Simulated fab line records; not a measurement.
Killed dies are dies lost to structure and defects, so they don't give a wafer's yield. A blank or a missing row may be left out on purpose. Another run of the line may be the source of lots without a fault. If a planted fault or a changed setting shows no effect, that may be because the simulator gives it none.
Which of the tools did it? ; flow sky130 ; 12 lots, 36 wafers sampled, at 5 steps of a route of 708

== WHAT EACH GAUGE READ, for each wafer ==
SKY_FIELD_ISO_BOW_MEAS_00.
lot;measured;on;INCOMING_BOW (um)
L811;day 1 15:01;film_metro-01;-7 -6 -8
L813;day 2 01:02;film_metro-01;-6 3 1
L814;day 2 06:02;film_metro-02;-2 7 -4
L815;day 2 11:00;film_metro-01;-2 -2 4
L816;day 2 16:00;film_metro-01;2 4 -8
L817;day 2 21:00;film_metro-03;15 -5 -6
L820;day 3 12:00;film_metro-01;1 7 -1
L821;day 3 17:01;film_metro-02;-10 -9 -1
L822;day 3 22:02;film_metro-02;0 16 7
L823;day 4 03:01;film_metro-02;3 -7 -2
L829;day 5 09:01;film_metro-01;-10 2 7
L831;day 5 19:00;film_metro-03;4 9 -5

SKY_SONOS_TUNNEL_CD_MEAS_07 targets a cd of 410 nm.
lot;measured;on;cd_nm (nm)
L811;day 11 14:39;cd_sem-01;407.2 407.4 405.9
L813;day 12 07:51;cd_sem-01;408.1 408.5 408.2
L814;day 12 12:14;cd_sem-02;410.4 409.5 410.1
L815;day 13 02:47;cd_sem-01;409.7 406.5 409.0
L816;day 13 12:22;cd_sem-01;407.5 408.1 409.0
L817;day 13 22:36;cd_sem-01;408.3 412.8 411.1
L820;day 14 16:48;cd_sem-01;411.3 408.6 408.6
L821;day 15 00:52;cd_sem-01;413.1 412.5 413.9
L822;day 15 07:37;cd_sem-01;410.2 410.0 409.1
L823;day 15 17:44;cd_sem-01;408.6 407.6 408.0
L829;day 17 14:59;cd_sem-02;411.5 412.2 409.7
L831;day 18 10:23;cd_sem-02;412.1 409.2 410.8

SKY_LDD_HVN_TW_MEAS_10.
lot;measured;on;LDD_HVN_TW
L811;day 20 16:47;film_metro-04;1434 1433 1436
L813;day 21 12:42;film_metro-01;1449 1448 1453
L814;day 21 20:06;film_metro-01;1461 1447 1454
L815;day 22 07:03;film_metro-03;1421 1430 1424
L816;day 22 21:01;film_metro-04;1427 1439 1435
L817;day 23 03:07;film_metro-04;1446 1442 1433
L820;day 24 05:53;film_metro-03;1422 1423 1428
L821;day 24 14:17;film_metro-04;1432 1438 1438
L822;day 24 16:25;film_metro-04;1447 1446 1435
L823;day 25 06:08;film_metro-04;1435 1436 1428
L829;day 27 02:53;film_metro-03;1555 1558 1555
L831;day 27 23:42;film_metro-04;1580 1579 1574

== WHICH TOOL RAN EACH LOT (tool, then ch and the chambers of the sampled wafers, then the start) ==
lot;SKY_SONOS_ONO_ETCH_15;SKY_LDD_HVN_IMPLANT_08
L811;rie_diel-02 ch 0,3, day 13 02:38;implanter-04 ch 0, day 20 16:33
L813;rie_diel-03 ch 0,1, day 13 15:06;implanter-02 ch 0, day 21 12:29
L814;rie_diel-03 ch 0,1, day 13 21:23;implanter-01 ch 0, day 21 19:53
L815;rie_diel-01 ch 0,1, day 14 10:20;implanter-02 ch 0, day 22 06:48
L816;rie_diel-03 ch 1,2, day 14 23:24;implanter-04 ch 0, day 22 20:46
L817;rie_diel-03 ch 0,1,3, day 15 07:22;implanter-01 ch 0, day 23 02:52
L820;rie_diel-02 ch 1,2,3, day 16 02:41;implanter-01 ch 0, day 24 05:38
L821;rie_diel-01 ch 1,2,3, day 16 10:17;implanter-02 ch 0, day 24 14:02
L822;rie_diel-03 ch 0,1,2, day 16 16:53;implanter-02 ch 0, day 24 16:12
L823;rie_diel-03 ch 0,1,3, day 17 03:56;implanter-04 ch 0, day 25 05:54
L829;rie_diel-01 ch 0,1,2, day 19 02:11;implanter-02 ch 0, day 27 02:38
L831;rie_diel-03 ch 0,2,3, day 19 22:39;implanter-02 ch 0, day 27 23:27
- SKY_SONOS_ONO_ETCH_15: etches the open film in CHF3/O2, target depth 19.52 nm, time 7.8 s.
- SKY_LDD_HVN_IMPLANT_08

== AS READ BY THE TOOLS THEMSELVES (means over the sampled wafers that have a number; for cases with no such wafer, the mark the record gives instead) ==
SKY_SONOS_ONO_ETCH_15.
lot;tool;drypump_motor_current_A (A);oes_product_au (a.u.);rf_fwd_power_W (W);throttle_valve_pct (%)
L811;rie_diel-02;5.7;1.004;588.6;8.828
L813;rie_diel-03;6.0;0.991;589.9;8.820
L814;rie_diel-03;5.8;0.998;590.5;8.828
L815;rie_diel-01;6.0;0.984;591.0;8.808
L816;rie_diel-03;5.7;1.011;589.6;8.823
L817;rie_diel-03;5.7;0.993;590.7;8.823
L820;rie_diel-02;5.9;0.994;587.6;8.823
L821;rie_diel-01;5.6;0.988;589.9;8.822
L822;rie_diel-03;5.9;0.995;591.8;8.828
L823;rie_diel-03;5.7;1.003;588.8;8.828
L829;rie_diel-01;5.8;0.987;591.0;8.822
L831;rie_diel-03;5.8;1.000;590.1;8.828

SKY_LDD_HVN_IMPLANT_08.
lot;tool;beam_energy_keV;beam_on_s (s);tilt_deg (degrees)
L811;implanter-04;59.996;10.00;40.010
L813;implanter-02;60.013;9.99;39.998
L814;implanter-01;60.000;10.07;39.982
L815;implanter-02;60.026;9.85;40.006
L816;implanter-04;60.021;10.08;39.993
L817;implanter-01;59.984;10.08;40.029
L820;implanter-01;60.000;9.93;40.006
L821;implanter-02;60.028;10.09;40.043
L822;implanter-02;60.005;9.96;40.024
L823;implanter-04;60.007;9.85;39.993
L829;implanter-02;86.399;10.07;39.997
L831;implanter-02;86.384;10.10;39.980

== THE ANSWER, worked out from the rows above alone ==
Rule: usual is defined by the lots themselves. The widest of any qualifying gaps counts: lots, ordered by their means at a reading, are off when they make up no more than a third of the lots, leave a main group of 4 or more, and stand apart from it by 3 or more times the standard deviation of that group's means. The tables above print the reading to a certain number of digits; a main group whose means all agree to those digits is not used. A lot without any number at a reading at which 4 lots or more have one is off too. All remaining lots with rows at the step are treated as sound. Order of review: gauges by route order, followed by the tools' own readings, for which a lot's mean as printed above is used. At the first step where some lot is off, the reading lying furthest off is the one used; lots without a number count as furthest.
Off: L829, L831, seen at SKY_LDD_HVN_TW_MEAS_10 (LDD_HVN_TW). For the main group the mean is 1437 and the standard deviation 9.2.
A tool fits if, at a process step before that reading, it ran every lot that is off, and no sound lot after the first of them. The gauges at SKY_LDD_HVN_TW_MEAS_10 aren't tried: what is off there is off at SKY_LDD_HVN_IMPLANT_08 too, on other tools, and a gauge's error can't cause that. One candidate fits, namely implanter-02 at SKY_LDD_HVN_IMPLANT_08. A fault onset in the window from L822 (day 24 16:12, its last sound lot) to L829 (day 27 02:38, its first lot off) fits.
The tool's own readings at SKY_LDD_HVN_IMPLANT_08 bear it out: on the lots that are off they differ by more than 5 times the standard deviation of the sound lots' means. beam_energy_keV reads 86.392 there against 60.008 on the sound lots.

== WHAT THE SIMULATOR HAD PUT IN ==
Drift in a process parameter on implanter-02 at SKY_LDD_HVN_IMPLANT_08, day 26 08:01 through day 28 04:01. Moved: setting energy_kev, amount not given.
Struck lots among those shown: L829, L831. The rule above reached the same finding.
